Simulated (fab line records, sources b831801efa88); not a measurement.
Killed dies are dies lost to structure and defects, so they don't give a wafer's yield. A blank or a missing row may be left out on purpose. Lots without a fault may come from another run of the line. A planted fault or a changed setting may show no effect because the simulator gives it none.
A struck lot beside a sound one | flow sky130 | 37 steps out of a route of 708
Sound: wafers L936.2, L936.3, L936.5. Struck: wafers L928.1, L928.3, L928.4. The cause comes at the end.
At each step with rows: each side's tool, then ch and its chambers, then its first start. Under that, the readings that differ: sound wafers | struck wafers | difference of the means | sigmas: that difference in standard deviations of wafers without a fault.
alike: readings whose means differ by less than 2 such deviations, and words and numbers that are the same on both sides. not compared: withheld readings, readings that some wafer has no value for, bounds like >300 that may hide the same value, and numbers for which the record gives no deviation and whose values overlap.
The two part at a step that has a row with sigmas, a row that says differs or no value, or rows on one side only. Numbers that don't overlap but have no deviation are shown without sigmas and don't part them. A reading that every wafer of one side lacks parts them only if that side has two wafers or more.

first, 10 steps without rows for these wafers: SKY_LDD_LDN_SOFTBAKE_03 (time 60 s); SKY_LDD_LDN_EXPOSE_04 (exposes mask LDNTM, target cd 700 nm); SKY_LDD_LDN_PEB_05; SKY_LDD_LDN_DEVELOP_06 (develop time 60 s); SKY_LDD_LDN_IMPLANT_08; SKY_LDD_LDN_IMPLANT_09; SKY_LDD_LDN_IMPLANT_10; SKY_LDD_LDN_IMPLANT_11; SKY_LDD_LDN_STRIP_12 (strips in O2/N2); SKY_LDD_LDN_CLEAN_14 (cleans in SC1/SC2, time 150 s).
SKY_SPACER_CVD_00: deposits Si3N4 from DCS/NH3, target thk 43.1 nm, time 740 s.
  sound on lpcvd-02 ch 0, day 28 17:25; struck on lpcvd-02 ch 1, day 25 19:38
  reading                                  | sound             | struck            | difference | sigmas
  spike_tc_bottom_C (C)                    | 797 798 793       | 775 777 776       | -20        | -5
  spike_tc_centre_C (C)                    | 770.7 768.8 768.9 | 757.9 757.2 757.9 | -11.8      | -8
  spike_tc_lower_C (C)                     | 769.7 769.8 770.7 | 757.2 755.9 756.2 | -13.6      | -15
  spike_tc_top_C (C)                       | 785.4 784.6 786.0 | 768.2 769.4 769.9 | -16.2      | -8
  spike_tc_upper_C (C)                     | 769.8 770.2 770.2 | 754.9 754.2 755.5 | -15.2      | -12
  susceptor_temp_C (C)                     | 769.7 770.1 770.0 | 757.0 756.7 756.6 | -13.2      | -42
  zone_power_lower_pct (%)                 | 14.3 14.8 14.4    | 12.6 12.2 12.3    | -2.1       | -3
  model.Si3N4_of_SPACER_CVD_00.thk_nm (nm) | 43.27 42.78 42.83 | 34.12 34.01 33.87 | -8.96      |
SKY_SPACER_THK_MEAS_01:
  sound on film_metro-03, day 28 18:38; struck on film_metro-03, day 25 21:04
  reading                | sound          | struck         | difference | sigmas
  SPACER_CVD_00_THK (nm) | 43.3 42.8 42.9 | 34.1 34.0 33.9 | -9.0       | -24
  not compared: hold
SKY_SPACER_ETCHBACK_02: etches Si3N4 in CH3F/O2, stops on SiO2, time 46.7 s, target depth 45 nm.
  sound on rie_diel-04 ch 0,1,2, day 28 18:41; struck on rie_diel-03 ch 0,2, day 25 23:41
  reading                  | sound                | struck                                                                     | difference                   | sigmas
  hold                     | - - -                | await_dispo/2.6h/release await_dispo/2.6h/release await_dispo/2.6h/release | no value on the sound wafers |
  oes_product_au (a.u.)    | 0.861 0.845 0.854    | 0.748 0.757 0.751                                                          | -0.101                       | -17
  throttle_valve_pct (%)   | 10.560 10.566 10.571 | 10.551 10.548 10.537                                                       | -0.020                       | -2
  model.etch.depth_nm (nm) | 43.27 42.78 42.83    | 34.12 34.01 33.87                                                          | -8.96                        |
  alike: ch3f_flow_sccm, drypump_motor_current_A, rf_fwd_power_W
  not compared: rf_hours_counter_h
then, 22 steps without rows for these wafers: SKY_POLY_CUT_DEHYDRATE_00 (time 60 s); SKY_POLY_CUT_HMDS_01 (prime time 60 s); SKY_POLY_CUT_COAT_02 (resist thk 60 nm); SKY_POLY_CUT_COAT_03 (resist thk 450 nm); SKY_POLY_CUT_SOFTBAKE_04 (time 90 s); SKY_POLY_CUT_EXPOSE_05 (exposes mask NPCM, target cd 270 nm); SKY_POLY_CUT_PEB_06; SKY_POLY_CUT_DEVELOP_07 (develop time 60 s); SKY_POLY_CUT_ETCH_10 (etches BARC in N2/H2, stops on SiO2, time 45.9 s, target depth 60 nm); SKY_POLY_CUT_ETCH_11 (etches Si3N4 in CF4/CH2F2/Ar, stops on poly-Si, time 42.5 s, target depth 60 nm); SKY_POLY_CUT_STRIP_12 (strips in O2/N2); SKY_SD_P_DEHYDRATE_00 (time 60 s); SKY_SD_P_HMDS_01 (prime time 60 s); SKY_SD_P_COAT_02 (resist thk 1140 nm); SKY_SD_P_SOFTBAKE_03 (time 60 s); SKY_SD_P_EXPOSE_04 (exposes mask PSDM, target cd 380 nm); SKY_SD_P_PEB_05; SKY_SD_P_DEVELOP_06 (develop time 60 s); SKY_SD_P_IMPLANT_09; SKY_SD_P_STRIP_10 (strips in O2/N2); SKY_RES_XHIGH_DEHYDRATE_00 (time 60 s); SKY_RES_XHIGH_HMDS_01 (prime time 60 s).
-- the record jumps here: 5 days lie between the struck wafers' starts before and after (it left off in module RES_XHIGH and takes up again in module SALICIDE, whose first step shown is number 361 of the route) --
SKY_SALICIDE_CLEAN_00: cleans in HF-last, time 30 s.
  sound on wet_bench-04 ch 0, day 33 12:23; struck on wet_bench-04 ch 0, day 30 18:50
  reading                                  | sound             | struck            | difference | sigmas
  model.Si3N4_of_SPACER_CVD_00.thk_nm (nm) | 42.29 41.79 41.85 | 33.15 33.04 32.89 | -8.95      |
-- the record jumps here: 17 days lie between the struck wafers' starts before and after (it left off in module SALICIDE and takes up again in module PAD_OPEN, whose first step shown is number 708 of the route) --
SKY_PAD_OPEN_PROBE_99:
  sound on prober-01, day 50 02:17; struck on prober-02, day 48 04:28
  reading                                 | sound             | struck            | difference | sigmas
  killed_at_contacts                      | 34 35 38          | 20 28 25          | -11        | -2
  model.etest.pfet_01v8.r_on_ohm_um       | 2876 2864 2891    | 2640 2658 2652    | -227       |
  model.etest.sonos_uncharged.r_on_ohm_um | 821.9 812 799.2   | 764.4 765.3 754.1 | -49.8      |
  model.etest.pfet_01v8.drive_ua_um       | 193.5 194.9 194.1 | 213 215.2 214.1   | +20        |
  model.etest.sram_pfet_latch.drive_ua_um | 145.3 145.2 148.8 | 161.8 158.4 162.3 | +14.4      |
  alike: killed_at_M0_to_M3, killed_at_M4_up, killed_at_front_end, killed_at_other, killed_dies, killed_open, killed_short
  not compared: model.etest.pfet_g5v0d10v5.r_on_ohm_um, model.etest.nfet_g5v0d10v5.r_on_ohm_um, model.etest.res_pdiff.line_ohm_um, model.etest.nfet_01v8_lvt.drive_ua_um

WHERE THEY PART
First at SKY_SPACER_CVD_00; last, within this record, at SKY_PAD_OPEN_PROBE_99.

WHY: what the simulator had put in
Process parameter drift: lpcvd-02, from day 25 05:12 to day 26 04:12, at SKY_SPACER_CVD_00. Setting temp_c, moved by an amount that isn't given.
